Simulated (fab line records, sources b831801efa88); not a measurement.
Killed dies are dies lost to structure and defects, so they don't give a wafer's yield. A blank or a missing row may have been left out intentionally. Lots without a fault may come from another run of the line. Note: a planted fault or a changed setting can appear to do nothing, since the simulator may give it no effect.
Chamber matching | flow sky130 | SKY_POLY_CUT_ETCH_10 on rie_diel-03: 4 sister chambers
The step etches BARC in N2/H2, stops on SiO2, time 45.9 s, target depth 60 nm. 4 wafers are shown with their chamber, then 8 later ones without.

== WAFERS PAIRED WITH THEIR CHAMBERS ==
wafer  | chamber | drypump_motor_current_A (A)
L086.1 | 2       | 5.1
L086.4 | 1       | 5.8
L086.6 | 3       | 5.1
L087.3 | 0       | 5.6

== WAFERS WITH NO CHAMBER GIVEN ==
wafer  | drypump_motor_current_A (A)
L087.5 | 5.7
L087.6 | 5.8
L091.1 | 5.8
L091.5 | 5.7
L091.6 | 5.8
L096.1 | 5.1
L096.3 | 5.1
L096.4 | 5.8

== WHICH CHAMBER EACH ONE RAN IN ==
wafer  | from the rows above     | in truth
L087.5 | can't be placed: 1 or 0 | 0
L087.6 | 1                       | 1
L091.1 | 1                       | 1
L091.5 | can't be placed: 1 or 0 | 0
L091.6 | 1                       | 1
L096.1 | can't be placed: 2 or 3 | 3
L096.3 | can't be placed: 2 or 3 | 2
L096.4 | 1                       | 1
Placed correctly: 4 of 8. Not placeable from these rows: 4 (in 4, the candidates include the true chamber). Placed wrongly: 0.
How it was worked out, from the rows above alone: a wafer's distance from a chamber is the root of the sum, over the readings, of the square of ((its reading less the chamber's mean) divided by the reading's scatter). The wafer belongs to the nearest chamber; if the next one is less than 2 further off, it can't be placed. The mean given for a chamber averages the wafers shown for that chamber. The scatter: root of mean squared gap, hidden wafer to nearest shown wafer, with one shown wafer a chamber.
